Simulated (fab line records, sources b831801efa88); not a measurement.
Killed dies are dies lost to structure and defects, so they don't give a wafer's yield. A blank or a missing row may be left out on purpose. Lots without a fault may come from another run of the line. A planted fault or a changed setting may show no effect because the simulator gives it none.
Which tool did it? | flow sky130 | 13 lots, 39 wafers sampled, at 4 steps of a route of 708

WHAT THE GAUGES READ, wafer by wafer
SKY_FIELD_ISO_THK_MEAS_23.
lot  | measured    | on            | FIELD_ISO_OXIDATION_01_THK (nm)
L867 | day 2 11:13 | film_metro-04 | 9.86 9.91 9.94
L868 | day 2 11:13 | film_metro-02 | 9.80 10.02 9.97
L869 | day 2 23:04 | film_metro-04 | 9.95 9.76 9.91
L871 | day 3 04:48 | film_metro-04 | 9.84 10.18 10.16
L872 | day 3 10:31 | film_metro-03 | 9.71 9.94 10.04
L874 | day 3 17:22 | film_metro-04 | 10.14 9.89 10.02
L878 | day 4 18:32 | film_metro-03 | 9.95 10.05 9.73
L880 | day 5 06:00 | film_metro-02 | 10.10 9.80 9.91
L883 | day 5 20:37 | film_metro-02 | 9.99 10.04 9.97
L884 | day 5 23:46 | film_metro-02 | 10.04 10.02 10.05
L885 | day 6 06:07 | film_metro-04 | 10.01 10.00 9.81
L887 | day 6 14:45 | film_metro-03 | 9.91 10.04 10.15
L889 | day 7 09:19 | film_metro-02 | 9.96 9.76 9.87

SKY_NWELL_OVL_MEAS_23.
lot  | measured     | on         | NWELL_01_OVL (nm)
L867 | day 5 10:30  | overlay-02 | 0.7 -1.0 -0.8
L868 | day 5 10:10  | overlay-02 | -2.6 -3.9 -2.2
L869 | day 6 01:44  | overlay-01 | 0.0 2.3 0.6
L871 | day 6 13:15  | overlay-02 | -0.9 -0.2 0.0
L872 | day 6 15:38  | overlay-01 | 0.6 0.1 0.2
L874 | day 6 22:43  | overlay-01 | -1.1 0.5 1.8
L878 | day 8 02:27  | overlay-01 | 1.9 1.8 1.5
L880 | day 8 15:18  | overlay-02 | -1.6 -3.7 -2.9
L883 | day 9 06:59  | overlay-02 | -1.3 -0.8 -2.0
L884 | day 9 12:07  | overlay-02 | -1.6 -1.1 -1.8
L885 | day 9 17:05  | overlay-02 | -1.4 -1.0 -2.1
L887 | day 10 12:25 | overlay-01 | -0.6 1.5 -1.8
L889 | day 11 12:49 | overlay-01 | 1.1 -0.1 0.3

WHICH TOOL RAN EACH LOT (tool, then ch and the chambers of the sampled wafers, then the start)
lot  | SKY_FIELD_ISO_STRIP_16              | SKY_FIELD_ISO_CVD_24
L867 | plasma_asher-01 ch 0,1, day 2 08:41 | hdpcvd-01 ch 0,1,2, day 2 11:16
L868 | plasma_asher-04 ch 0,1, day 2 09:02 | hdpcvd-02 ch 0,1, day 2 11:16
L869 | plasma_asher-01 ch 0,1, day 2 21:26 | hdpcvd-01 ch 0,1,2, day 2 23:07
L871 | plasma_asher-01 ch 0,1, day 3 02:20 | hdpcvd-02 ch 0,1,2, day 3 04:52
L872 | plasma_asher-01 ch 0,1, day 3 06:28 | hdpcvd-02 ch 0,1,2, day 3 10:34
L874 | plasma_asher-01 ch 0,1, day 3 15:44 | hdpcvd-01 ch 0,1,2, day 3 17:25
L878 | plasma_asher-03 ch 0,1, day 4 13:47 | hdpcvd-02 ch 0,1,2, day 4 18:36
L880 | plasma_asher-04 ch 0,1, day 5 03:20 | hdpcvd-02 ch 0,1, day 5 06:03
L883 | plasma_asher-01 ch 0,1, day 5 18:59 | hdpcvd-01 ch 0,1,2, day 5 20:40
L884 | plasma_asher-03 ch 0,1, day 5 22:08 | hdpcvd-01 ch 0,1,2, day 5 23:49
L885 | plasma_asher-01 ch 0,1, day 6 04:28 | hdpcvd-01 ch 0,1,2, day 6 06:10
L887 | plasma_asher-03 ch 0,1, day 6 13:05 | hdpcvd-01 ch 0,1, day 6 14:49
L889 | plasma_asher-03 ch 0,1, day 7 02:19 | hdpcvd-01 ch 1,2, day 7 09:21
- SKY_FIELD_ISO_STRIP_16: strips in O2/N2.
- SKY_FIELD_ISO_CVD_24: deposits SiO2, target thk 595 nm, time 99.2 s.

WHAT THE TOOLS THEMSELVES READ (means of the sampled wafers that have a number; where no wafer has one, the mark that the record gives instead)
SKY_FIELD_ISO_STRIP_16.
lot  | tool            | drypump_motor_current_A (A) | oes_product_au (a.u.) | strip_time_to_endpoint_s (s)
L867 | plasma_asher-01 | 5.70                        | 0.379                 | 3.59
L868 | plasma_asher-04 | 5.92                        | 0.377                 | 3.54
L869 | plasma_asher-01 | 5.64                        | 0.374                 | 3.54
L871 | plasma_asher-01 | 5.65                        | 0.376                 | 3.55
L872 | plasma_asher-01 | 5.64                        | 0.379                 | 3.56
L874 | plasma_asher-01 | 5.65                        | 0.374                 | 3.53
L878 | plasma_asher-03 | 6.05                        | 0.381                 | 3.56
L880 | plasma_asher-04 | 5.91                        | 0.375                 | 3.54
L883 | plasma_asher-01 | 5.64                        | 0.376                 | 3.56
L884 | plasma_asher-03 | 6.04                        | 0.377                 | 3.53
L885 | plasma_asher-01 | 5.69                        | 0.384                 | 3.58
L887 | plasma_asher-03 | 5.83                        | 0.378                 | 3.55
L889 | plasma_asher-03 | 6.05                        | 0.375                 | 3.51

SKY_FIELD_ISO_CVD_24.
lot  | tool      | pressure_mtorr (mTorr) | susceptor_temp_C (C)
L867 | hdpcvd-01 | 6.016                  | 649.9
L868 | hdpcvd-02 | 6.010                  | 650.0
L869 | hdpcvd-01 | 6.003                  | 650.2
L871 | hdpcvd-02 | 5.998                  | 650.0
L872 | hdpcvd-02 | 6.001                  | 649.9
L874 | hdpcvd-01 | 6.009                  | 650.3
L878 | hdpcvd-02 | 4.789                  | 649.7
L880 | hdpcvd-02 | 4.799                  | 650.0
L883 | hdpcvd-01 | 5.988                  | 650.0
L884 | hdpcvd-01 | 6.007                  | 650.1
L885 | hdpcvd-01 | 6.008                  | 650.4
L887 | hdpcvd-01 | 6.010                  | 650.0
L889 | hdpcvd-01 | 6.000                  | 650.1

THE ANSWER, worked out from the rows above alone
Rule: what is usual is taken from the lots themselves. Put in order of their means at a reading, lots are off if they are a third of the lots or fewer, leave a main group of 4 or more, and stand apart from it by a gap of 3 or more times the standard deviation of the main group's means; of several such gaps the widest counts. A main group whose means are all the same, to the digits that the tables above print for the reading, isn't used. A lot without any number at a reading at which 4 lots or more have one is off too. The other lots that the step has rows for count as sound. The gauges are gone through in route order, then the tools' own readings, and for those a lot's mean is taken as printed above. The first step at which some lot is off is used, and at that step the reading that is off furthest; a lot without a number counts as furthest.
Off: L878, L880, at SKY_FIELD_ISO_CVD_24 (pressure_mtorr). The main group: mean 6.005 mTorr, standard deviation 0.0073.
A tool fits if, at that step or a process step before it, it ran every lot that is off, and no sound lot after the first of them. One fits: hdpcvd-02 at SKY_FIELD_ISO_CVD_24. Its last sound lot is L872 (day 3 10:34), its first lot that is off L878 (day 4 18:36): a fault that began between those two fits.
The tool's own readings at SKY_FIELD_ISO_CVD_24 bear it out: on the lots that are off they differ by more than 5 times the standard deviation of the sound lots' means. pressure_mtorr reads 4.794 mTorr there against 6.005 mTorr on the sound lots.

WHAT THE SIMULATOR HAD PUT IN
Process parameter drift: hdpcvd-02, from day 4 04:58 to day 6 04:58, at SKY_FIELD_ISO_CVD_24. Setting pressure_mtorr, moved by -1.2, from 6. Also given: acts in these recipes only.
Lots struck among those shown: L878, L880. The rule above found the same.
